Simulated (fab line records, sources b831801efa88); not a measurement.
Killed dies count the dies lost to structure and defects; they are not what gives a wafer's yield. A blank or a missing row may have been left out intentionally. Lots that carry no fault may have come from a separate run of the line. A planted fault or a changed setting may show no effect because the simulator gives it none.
fab line records	flow sky130	part 1 of 2: steps 1 to 22 of 31
record: lots: 5	wafers: 15	last-day: 50
route steps=708 shown RES_PROTECT@210 POLY_GATE@213 LDD_N@237
lots that met no fault: from a run of the same line without faults
start-h: start of the lot's first displayed wafer, in hours after the record's first day	wait-h: time in hours since the lot's previous step	" the same as in the row above	L1.1+2: a row that stands for several wafers	- no value, or no start was given	* or withheld: withheld	< > ~ a bound
route shown NAME@n: a module of which the file shows steps, and the number in the route of the first	usual: the fault-free wafers' mean and standard deviation	same: alike in all rows	chamber/n: place in a boat	sites: readings site by site	_std_site: their standard deviation	_edge_site: outer sites' mean less inner sites'	radius-mm: for every site, how far away it sits from the centre of the wafer	mask NAME#n: copy n	behind: tool/chamber where the wafer was last shaped	hold: why the lot went on hold/how many hours it stayed there/how the hold came to an end	device: the n, p or np transistor that did not switch	end of line: the tests these same wafers got at the end of their route	a step with no rows: only its recipe	killed: the dies lost at the first sort to structure and to defects; this is not the yield of the wafer	map: dies across one wafer; x = killed, . = not, _ = none there
set.NAME: setting as actually run; set.NAME@STEP: the setting as run at that earlier step	model.NAME: the simulator's own value behind a step, which no gauge read
lots at some steps of the route; a table a step, a row a wafer
services: when a tool's chamber went out of use (start-h, in hours from the record's first day, below 0 if earlier), for how many hours, and the reason
== steps ==
step: SKY_RES_PROTECT_EXPOSE_04
recipe: mask-id: RPM	na: 0.6	source-shape: conventional	sigma-outer: 0.6	polarization: unpolarized	target-cd-nm: 1270	dose-mj: 131
lot.wafer	tool	chamber	start-h	wait-h	mask
L082.1+2+5	iline-stepper-01	0	-	-	RPM#0
L083.4+5+6	iline-stepper-01	0	-	-	RPM#0
L085.3+4+5	iline-stepper-01	0	-	-	RPM#0
L095.2+3+5	iline-stepper-02	0	-	-	RPM#0
L096.3+4+6	iline-stepper-01	0	-	-	RPM#0
step: SKY_RES_PROTECT_PEB_05
recipe: temp-c: withheld	time-s: *	resist: NOVOLAK
usual: chill-plate-temp-C: *	exhaust-pa: 45.0/0.88
lot.wafer	tool	chamber	start-h	wait-h	chill-plate-temp-C	exhaust-pa
L082.1	litho-track-04	0	-	-	*	46.0
L082.2	"	0	"	"	*	45.1
L082.5	"	0	"	"	*	45.6
L083.4	litho-track-03	0	-	-	*	44.0
L083.5	"	0	"	"	*	44.7
L083.6	"	0	"	"	*	44.1
L085.3	litho-track-02	0	-	-	*	44.8
L085.4	"	0	"	"	*	45.0
L085.5	"	0	"	"	*	46.1
L095.2	litho-track-02	0	-	-	*	45.1
L095.3	"	0	"	"	*	45.5
L095.5	"	0	"	"	*	45.6
L096.3	litho-track-04	0	-	-	*	44.7
L096.4	"	0	"	"	*	45.8
L096.6	"	0	"	"	*	45.4
step: SKY_RES_PROTECT_DEVELOP_06
recipe: resist: NOVOLAK	developer: TMAH	develop-time-s: 60	dev-temp-c: 23
usual: chill-plate-temp-C: 23.02/0.099	exhaust-pa: 44.8/0.88
lot.wafer	tool	chamber	start-h	wait-h	chill-plate-temp-C	exhaust-pa
L082.1	litho-track-04	0	421.50	0.1	23.03	44.8
L082.2	"	0	"	"	22.90	45.3
L082.5	"	0	"	"	23.04	45.5
L083.4	litho-track-03	0	422.14	0.1	23.00	45.5
L083.5	"	0	"	"	22.92	45.2
L083.6	"	0	"	"	23.01	45.3
L085.3	litho-track-02	0	447.09	0.1	23.00	44.9
L085.4	"	0	"	"	23.13	45.4
L085.5	"	0	"	"	22.88	44.4
L095.2	litho-track-02	0	528.87	0.1	22.93	44.6
L095.3	"	0	"	"	22.98	44.0
L095.5	"	0	"	"	22.90	43.0
L096.3	litho-track-04	0	530.55	0.1	22.92	45.0
L096.4	"	0	"	"	22.95	45.0
L096.6	"	0	"	"	23.05	45.2
step: SKY_POLY_GATE_IMPLANT_02
recipe: species: P	energy-kev: 30	dose-cm2: 7.7e+15	tilt-deg: 0
usual: beam-on-s: 34.4/2.1	faraday-current-uA: 12361/700
lot.wafer	tool	chamber	start-h	wait-h	beam-on-s	faraday-current-uA
L082.1	implanter-01	0	421.65	0.1	34.2	12396
L082.2	"	0	"	"	32.2	13213
L082.5	"	0	"	"	33.4	12693
L083.4	implanter-04	0	422.29	0.1	37.5	11345
L083.5	"	0	"	"	37.7	11276
L083.6	"	0	"	"	36.2	11784
L085.3	implanter-01	0	447.24	0.1	33.9	12529
L085.4	"	0	"	"	32.6	12920
L085.5	"	0	"	"	32.9	12888
L095.2	implanter-02	0	529.02	0.1	33.5	12547
L095.3	"	0	"	"	32.2	13198
L095.5	"	0	"	"	33.2	12684
L096.3	implanter-04	0	530.70	0.1	38.2	11132
L096.4	"	0	"	"	35.7	11902
L096.6	"	0	"	"	38.2	11137
step: SKY_RES_PROTECT_STRIP_07
recipe: chemistry: O2/N2	power-w: 1400	pressure-mtorr: 1500	platen-temp-c: withheld	o2-flow-sccm: 3000	n2-flow-sccm: 300	overash-fraction: 0.5
usual: drypump-motor-current-A: 5.7/0.53	oes-product-au: 0.518/0.0045	strip-time-to-endpoint-s: 23.31/0.036
lot.wafer	tool	chamber	start-h	wait-h	drypump-motor-current-A	oes-product-au	rf-hours-counter-h	strip-time-to-endpoint-s
L082.1	plasma-asher-01	1	421.80	0.1	5.6	0.516	28	23.30
L082.2	"	0	"	"	5.8	0.519	28	23.28
L082.5	"	0	"	"	5.8	0.518	-	23.27
L083.4	plasma-asher-01	1	422.40	0.1	5.6	0.519	-	23.31
L083.5	"	0	"	"	5.8	0.522	-	23.30
L083.6	"	1	"	"	5.6	0.509	-	23.27
L085.3	plasma-asher-03	1	447.38	0.1	6.2	0.521	-	23.30
L085.4	"	0	"	"	5.7	0.525	-	23.34
L085.5	"	1	"	"	6.2	0.517	-	23.28
L095.2	plasma-asher-01	1	529.14	0.1	5.7	0.516	36	23.29
L095.3	"	0	"	"	5.8	0.521	-	23.29
L095.5	"	0	"	"	5.8	0.515	-	23.27
L096.3	plasma-asher-03	0	530.83	0.1	5.6	0.521	-	23.32
L096.4	"	1	"	"	6.2	0.522	-	23.33
L096.6	"	0	"	"	5.6	0.514	-	23.35
step: SKY_RES_PROTECT_TW_MEAS_08
usual: POLY_GATE_TW: 4059/53
lot.wafer	tool	chamber	start-h	wait-h	POLY_GATE_TW
L082.1	film-metro-02	-	421.90	0.1	4010
L082.2	"	-	"	"	3983
L082.5	"	-	"	"	4002
L083.4	film-metro-04	-	422.50	0.1	4084
L083.5	"	-	"	"	4094
L083.6	"	-	"	"	4090
L085.3	film-metro-01	-	447.46	0.1	4100
L085.4	"	-	"	"	4075
L085.5	"	-	"	"	4083
L095.2	film-metro-02	-	529.25	0.1	4014
L095.3	"	-	"	"	4018
L095.5	"	-	"	"	3998
L096.3	film-metro-01	-	530.92	0.1	4070
L096.4	"	-	"	"	4035
L096.6	"	-	"	"	4051
step: SKY_RES_PROTECT_CLEAN_09
recipe: chemistry: SC1/SC2	mix: 1:4:20	temp-c: 70	time-s: 150	dry: n2-spin
usual: bath-heat-duty-pct: 14.3/1.5
lot.wafer	tool	chamber	start-h	wait-h	bath-heat-duty-pct
L082.1	wet-bench-04	2	421.96	0.1	13.7
L082.2	"	2	"	"	12.6
L082.5	"	2	"	"	12.5
L083.4	wet-bench-04	0	422.57	0.1	16.5
L083.5	"	0	"	"	15.5
L083.6	"	0	"	"	16.3
L085.3	wet-bench-04	1	447.50	0.0	15.9
L085.4	"	1	"	"	16.1
L085.5	"	1	"	"	16.3
L095.2	wet-bench-04	3	529.30	0.0	12.8
L095.3	"	3	"	"	14.0
L095.5	"	3	"	"	15.5
L096.3	wet-bench-02	2	530.96	0.0	11.4
L096.4	"	2	"	"	12.0
L096.6	"	2	"	"	12.7
step: SKY_POLY_GATE_CVD_03
recipe: material: Si3N4	precursor: DCS/NH3	target-thk-nm: 75	temp-c: 770	time-s: 1290	pressure-mtorr: 250
usual: zone-power-top-pct: 22.4/0.53
lot.wafer	tool	chamber	start-h	wait-h	zone-power-top-pct
L082.1	lpcvd-02	0	422.01	0.0	22.8
L082.2	"	0	"	"	22.6
L082.5	"	0	"	"	22.5
L083.4	lpcvd-02	1	423.37	0.7	21.5
L083.5	"	1	"	"	21.8
L083.6	"	1	"	"	21.2
L085.3	lpcvd-02	0	447.56	0.0	22.7
L085.4	"	0	"	"	22.3
L085.5	"	0	"	"	22.9
L095.2	lpcvd-02	0	529.57	0.2	22.8
L095.3	"	0	"	"	22.4
L095.5	"	0	"	"	22.7
L096.3	lpcvd-02	0	531.02	0.0	22.7
L096.4	"	0	"	"	22.7
L096.6	"	0	"	"	22.8
step: SKY_POLY_GATE_THK_MEAS_04
recipe: reads: Si3N4_of_POLY_GATE_CVD_03
usual: POLY_GATE_CVD_03_THK: 74.5/0.8
lot.wafer	tool	chamber	start-h	wait-h	POLY_GATE_CVD_03_THK[nm]
L082.1	film-metro-01	-	423.37	0.0	75.0
L082.2	"	-	"	"	76.0
L082.5	"	-	"	"	75.1
L083.4	film-metro-03	-	424.76	0.0	72.8
L083.5	"	-	"	"	72.4
L083.6	"	-	"	"	72.6
L085.3	film-metro-03	-	448.94	0.0	74.3
L085.4	"	-	"	"	74.0
L085.5	"	-	"	"	74.0
L095.2	film-metro-02	-	530.94	0.0	74.4
L095.3	"	-	"	"	75.4
L095.5	"	-	"	"	75.1
L096.3	film-metro-02	-	533.08	0.0	74.8
L096.4	"	-	"	"	74.3
L096.6	"	-	"	"	74.4
step: SKY_POLY_GATE_DEHYDRATE_05
recipe: temp-c: 200	time-s: 60
usual: chill-plate-temp-C: 22.99/0.11	exhaust-pa: 45.2/0.92
lot.wafer	tool	chamber	start-h	wait-h	chill-plate-temp-C	exhaust-pa
L082.1	litho-track-04	0	437.35	14.0	23.18	45.7
L082.2	"	0	"	"	22.98	44.0
L082.5	"	0	"	"	23.04	45.1
L083.4	litho-track-04	0	439.17	14.4	22.98	45.2
L083.5	"	0	"	"	22.81	44.5
L083.6	"	0	"	"	22.87	44.8
L085.3	litho-track-04	0	462.40	13.4	22.91	44.5
L085.4	"	0	"	"	22.93	44.0
L085.5	"	0	"	"	23.07	45.2
L095.2	litho-track-04	0	546.87	15.9	23.24	45.9
L095.3	"	0	"	"	22.84	44.8
L095.5	"	0	"	"	23.13	44.0
L096.3	litho-track-02	0	548.94	15.9	23.02	47.5
L096.4	"	0	"	"	22.93	44.6
L096.6	"	0	"	"	22.99	44.3
step: SKY_POLY_GATE_HMDS_06
recipe: prime-time-s: 60	prime-temp-c: 120
usual: chill-plate-temp-C: 22.97/0.11	exhaust-pa: 44.9/0.9
lot.wafer	tool	chamber	start-h	wait-h	chill-plate-temp-C	exhaust-pa
L082.1	litho-track-04	0	437.50	0.1	23.01	44.6
L082.2	"	0	"	"	23.07	45.6
L082.5	"	0	"	"	23.03	45.4
L083.4	litho-track-04	0	439.32	0.1	22.92	43.8
L083.5	"	0	"	"	22.96	45.7
L083.6	"	0	"	"	23.11	44.9
L085.3	litho-track-04	0	462.55	0.1	22.92	44.2
L085.4	"	0	"	"	22.88	43.3
L085.5	"	0	"	"	23.06	43.1
L095.2	litho-track-04	0	547.02	0.1	22.94	47.0
L095.3	"	0	"	"	22.84	44.9
L095.5	"	0	"	"	22.81	45.3
L096.3	litho-track-02	0	549.09	0.1	23.09	45.5
L096.4	"	0	"	"	22.83	45.4
L096.6	"	0	"	"	22.83	44.8
step: SKY_POLY_GATE_COAT_07
recipe: resist: BARC	temp-c: withheld	time-s: withheld	spin-rpm: 3000	resist-thk-nm: 110
usual: chill-plate-temp-C: *	exhaust-pa: 44.9/1.1
lot.wafer	tool	chamber	start-h	wait-h	chill-plate-temp-C	exhaust-pa
L082.1	litho-track-04	0	437.65	0.1	*	45.7
L082.2	"	0	"	"	*	44.4
L082.5	"	0	"	"	*	45.4
L083.4	litho-track-04	0	439.47	0.1	*	44.3
L083.5	"	0	"	"	*	45.2
L083.6	"	0	"	"	*	45.8
L085.3	litho-track-04	0	462.70	0.1	*	46.3
L085.4	"	0	"	"	*	46.1
L085.5	"	0	"	"	*	46.1
L095.2	litho-track-04	0	547.17	0.1	*	44.2
L095.3	"	0	"	"	*	44.3
L095.5	"	0	"	"	*	45.3
L096.3	litho-track-02	0	549.24	0.1	*	45.4
L096.4	"	0	"	"	*	44.0
L096.6	"	0	"	"	*	44.7
step: SKY_POLY_GATE_COAT_08
recipe: resist: KrF-thick	spin-rpm: 3000	resist-thk-nm: 450
usual: chill-plate-temp-C: 22.97/0.1	exhaust-pa: 45.1/0.9
lot.wafer	tool	chamber	start-h	wait-h	chill-plate-temp-C	exhaust-pa
L082.1	litho-track-04	0	-	-	23.02	43.0
L082.2	"	0	"	"	23.14	45.5
L082.5	"	0	"	"	23.11	44.5
L083.4	litho-track-04	0	-	-	23.06	44.5
L083.5	"	0	"	"	23.12	44.8
L083.6	"	0	"	"	22.84	45.7
L085.3	litho-track-04	0	-	-	23.04	44.9
L085.4	"	0	"	"	22.84	44.8
L085.5	"	0	"	"	22.80	45.0
L095.2	litho-track-04	0	-	-	22.92	44.2
L095.3	"	0	"	"	23.04	46.0
L095.5	"	0	"	"	22.97	45.9
L096.3	litho-track-02	0	-	-	22.92	45.4
L096.4	"	0	"	"	22.94	46.8
L096.6	"	0	"	"	22.94	45.7
step: SKY_POLY_GATE_SOFTBAKE_09
recipe: temp-c: 100	time-s: 90	resist: KrF-thick
usual: chill-plate-temp-C: 22.99/0.094	exhaust-pa: 45.0/0.84
lot.wafer	tool	chamber	start-h	wait-h	chill-plate-temp-C	exhaust-pa
L082.1	litho-track-04	0	-	-	22.86	45.4
L082.2	"	0	"	"	22.96	44.0
L082.5	"	0	"	"	22.88	43.8
L083.4	litho-track-04	0	-	-	22.93	45.9
L083.5	"	0	"	"	22.98	46.7
L083.6	"	0	"	"	22.99	44.1
L085.3	litho-track-04	0	-	-	23.10	45.4
L085.4	"	0	"	"	23.09	45.4
L085.5	"	0	"	"	23.05	44.5
L095.2	litho-track-04	0	-	-	22.95	45.1
L095.3	"	0	"	"	23.04	46.2
L095.5	"	0	"	"	23.10	45.0
L096.3	litho-track-02	0	-	-	23.10	46.7
L096.4	"	0	"	"	23.04	46.4
L096.6	"	0	"	"	23.03	46.2
step: SKY_POLY_GATE_EXPOSE_10
recipe: mask-id: P1M	na: 0.68	source-shape: conventional	sigma-outer: 0.6	target-cd-nm: 150	dose-mj: 28
lot.wafer	tool	chamber	start-h	wait-h	mask
L082.1+2+5	krf-scanner-01	0	-	-	P1M#0
L083.4+5+6	krf-scanner-01	0	-	-	P1M#0
L085.3+4+5	krf-scanner-02	0	-	-	P1M#0
L095.2+3+5	krf-scanner-02	0	-	-	P1M#0
L096.3+4+6	krf-scanner-01	0	-	-	P1M#0
step: SKY_POLY_GATE_PEB_11
recipe: peb-temp-c: withheld	peb-time-s: withheld	resist: KrF-thick
usual: chill-plate-temp-C: *	exhaust-pa: 45.0/0.84
lot.wafer	tool	chamber	start-h	wait-h	chill-plate-temp-C	exhaust-pa
L082.1	litho-track-04	0	-	-	*	45.0
L082.2	"	0	"	"	*	45.1
L082.5	"	0	"	"	*	45.1
L083.4	litho-track-04	0	-	-	*	43.4
L083.5	"	0	"	"	*	45.5
L083.6	"	0	"	"	*	44.6
L085.3	litho-track-02	0	-	-	*	46.1
L085.4	"	0	"	"	*	44.9
L085.5	"	0	"	"	*	46.5
L095.2	litho-track-02	0	-	-	*	43.9
L095.3	"	0	"	"	*	44.3
L095.5	"	0	"	"	*	46.4
L096.3	litho-track-04	0	-	-	*	45.0
L096.4	"	0	"	"	*	45.8
L096.6	"	0	"	"	*	45.1
step: SKY_POLY_GATE_DEVELOP_12
recipe: develop-time-s: 60	resist: KrF-thick	dev-temp-c: 21
usual: chill-plate-temp-C: 23.01/0.11	exhaust-pa: 45.1/0.95
lot.wafer	tool	chamber	start-h	wait-h	chill-plate-temp-C	exhaust-pa
L082.1	litho-track-04	0	-	-	23.09	44.1
L082.2	"	0	"	"	23.08	45.2
L082.5	"	0	"	"	22.86	45.2
L083.4	litho-track-04	0	-	-	23.00	45.6
L083.5	"	0	"	"	22.98	45.6
L083.6	"	0	"	"	23.07	44.9
L085.3	litho-track-02	0	-	-	22.78	43.2
L085.4	"	0	"	"	22.78	44.5
L085.5	"	0	"	"	22.86	44.0
L095.2	litho-track-02	0	-	-	23.06	45.4
L095.3	"	0	"	"	22.92	45.4
L095.5	"	0	"	"	23.15	45.5
L096.3	litho-track-04	0	-	-	23.06	46.3
L096.4	"	0	"	"	23.21	46.2
L096.6	"	0	"	"	23.19	46.5
step: SKY_POLY_GATE_CD_MEAS_13
recipe: target-cd-nm: 150
usual: cd-nm: 150.0/1.1
lot.wafer	tool	chamber	start-h	wait-h	cd-nm
L082.1	cd-sem-02	-	454.35	-	149.4
L082.2	"	-	"	"	149.1
L082.5	"	-	"	"	150.4
L083.4	cd-sem-02	-	456.11	-	149.2
L083.5	"	-	"	"	150.9
L083.6	"	-	"	"	151.3
L085.3	cd-sem-02	-	480.23	-	148.8
L085.4	"	-	"	"	149.4
L085.5	"	-	"	"	149.0
L095.2	cd-sem-01	-	561.71	-	147.8
L095.3	"	-	"	"	149.3
L095.5	"	-	"	"	149.3
L096.3	cd-sem-02	-	564.09	-	149.9
L096.4	"	-	"	"	151.2
L096.6	"	-	"	"	150.3
step: SKY_POLY_GATE_OVL_MEAS_14
usual: POLY_GATE_OVL: 3/5.9
lot.wafer	tool	chamber	start-h	wait-h	POLY_GATE_OVL[nm]
L082.1	overlay-02	-	454.47	0.1	4
L082.2	"	-	"	"	6
L082.5	"	-	"	"	12
L083.4	overlay-02	-	456.19	0.1	1
L083.5	"	-	"	"	1
L083.6	"	-	"	"	5
L085.3	overlay-01	-	480.33	0.1	-4
L085.4	"	-	"	"	1
L085.5	"	-	"	"	5
L095.2	overlay-02	-	561.82	0.1	-5
L095.3	"	-	"	"	-7
L095.5	"	-	"	"	-2
L096.3	overlay-02	-	564.18	0.1	12
L096.4	"	-	"	"	9
L096.6	"	-	"	"	11
step: SKY_POLY_GATE_ETCH_15
recipe: chemistry: N2/H2	target: BARC	ion-energy-ev: 200	source-w: 500	bias-w: 100	pressure-mtorr: 30	n2-flow-sccm: 100	h2-flow-sccm: 200	stop-on: SiO2	time-s: 118.5	target-depth-a: 1100
usual: drypump-motor-current-A: 5.6/0.44	oes-product-au: 0.716/0.0045	rf-fwd-power-W: 497.3/1.4	throttle-valve-pct: 13.214/0.0083
lot.wafer	tool	chamber	start-h	wait-h	drypump-motor-current-A	oes-product-au	rf-fwd-power-W	rf-hours-counter-h	throttle-valve-pct
L082.1	rie-diel-02	3	454.51	0.0	6.0	0.720	497.0	15	13.209
L082.2	"	1	"	"	6.0	0.707	497.3	7	13.226
L082.5	"	2	"	"	5.2	0.706	497.0	-	13.218
L083.4	rie-diel-04	1	456.25	0.1	6.2	0.716	498.1	-	13.197
L083.5	"	3	"	"	5.8	0.720	493.0	-	13.212
L083.6	"	2	"	"	6.1	0.710	497.6	-	13.204
L085.3	rie-diel-01	2	480.35	0.0	5.4	0.722	499.4	6	13.216
L085.4	"	1	"	"	5.0	0.719	497.7	18	13.208
L085.5	"	2	"	"	5.4	0.723	497.7	-	13.219
L095.2	rie-diel-04	0	561.85	0.0	5.5	0.716	497.8	9	13.216
L095.3	"	3	"	"	5.9	0.714	496.1	3	13.199
L095.5	"	1	"	"	6.2	0.713	496.6	-	13.209
L096.3	rie-diel-01	0	564.20	0.0	5.2	0.718	495.5	15	13.200
L096.4	"	0	"	"	5.2	0.710	499.9	-	13.206
L096.6	"	1	"	"	4.9	0.719	497.6	-	13.210
step: SKY_POLY_GATE_ETCH_16
recipe: stop-on: poly-Si	chemistry: CH3F/O2	target: Si3N4	source-w: 400	bias-w: 80	pressure-mtorr: 25	ch3f-flow-sccm: 40	O2_flow_sccm: 30	time-s: 147.5	target-depth-a: 750
usual: drypump-motor-current-A: 5.6/0.44	oes-product-au: 0.639/0.0051	rf-fwd-power-W: 398.4/1.2	throttle-valve-pct: 10.535/0.0089
lot.wafer	tool	chamber	start-h	wait-h	drypump-motor-current-A	oes-product-au	rf-fwd-power-W	rf-hours-counter-h	throttle-valve-pct
L082.1	rie-diel-02	3	454.59	0.0	6.0	0.643	397.7	15	10.523
L082.2	"	1	"	"	6.0	0.642	397.1	7	10.532
L082.5	"	2	"	"	5.2	0.641	398.0	-	10.548
L083.4	rie-diel-04	1	456.34	0.0	6.2	0.628	399.0	-	10.542
L083.5	"	3	"	"	5.8	0.632	399.3	-	10.525
L083.6	"	2	"	"	6.1	0.621	396.3	-	10.531
L085.3	rie-diel-01	2	480.43	0.0	5.4	0.636	400.7	6	10.524
L085.4	"	1	"	"	4.9	0.643	399.2	18	10.539
L085.5	"	2	"	"	5.4	0.643	400.5	-	10.544
L095.2	rie-diel-04	0	561.93	0.0	5.5	0.640	400.3	9	10.533
L095.3	"	3	"	"	5.8	0.648	397.9	3	10.537
L095.5	"	1	"	"	6.2	0.638	399.8	-	10.536
L096.3	rie-diel-01	0	564.29	0.0	5.2	0.642	397.4	15	10.532
L096.4	"	0	"	"	5.1	0.644	397.9	-	10.536
L096.6	"	1	"	"	4.9	0.640	399.4	-	10.537
step: SKY_POLY_GATE_ETCH_17
recipe: target-depth-nm: 180	stop-on: SiO2	over-etch-frac: 0.56667	chemistry: HBr/Cl2	target: poly-Si	icp-w: 400	bias-w: 100	pressure-mtorr: 10	HBr_flow_sccm: 150	Cl2_flow_sccm: 50	time-s: 70.5
usual: drypump-motor-current-A: 5.8/0.37	oes-product-au: 0.984/0.0084	rf-fwd-power-W: 396.9/1.9	throttle-valve-pct: 33.683/0.0091
lot.wafer	tool	chamber	start-h	wait-h	drypump-motor-current-A	oes-product-au	rf-fwd-power-W	rf-hours-counter-h	throttle-valve-pct
L082.1	rie-si-02	0	454.69	0.0	6.4	0.958	397.2	5	33.677
L082.2	"	2	"	"	5.1	0.989	393.6	2	33.692
L082.5	"	2	"	"	5.1	0.992	392.3	-	33.680
L083.4	rie-si-01	3	456.39	0.0	5.6	0.978	395.6	3	33.692
L083.5	"	1	"	"	6.1	0.981	397.9	-	33.682
L083.6	"	0	"	"	6.1	0.986	395.7	-	33.685
L085.3	rie-si-01	3	480.53	0.0	5.6	0.981	395.1	3	33.678
L085.4	"	1	"	"	6.2	0.987	396.6	2	33.681
L085.5	"	3	"	"	5.6	0.991	396.4	-	33.696
L095.2	rie-si-01	1	562.03	0.0	6.1	0.977	398.8	2	33.686
L095.3	"	3	"	"	5.6	0.975	395.0	3	33.695
L095.5	"	3	"	"	5.6	0.968	395.7	-	33.694
L096.3	rie-si-02	3	564.39	0.0	5.7	0.985	396.0	1	33.684
L096.4	"	0	"	"	6.4	0.977	395.8	5	33.674
L096.6	"	3	"	"	5.7	0.980	394.2	-	33.675
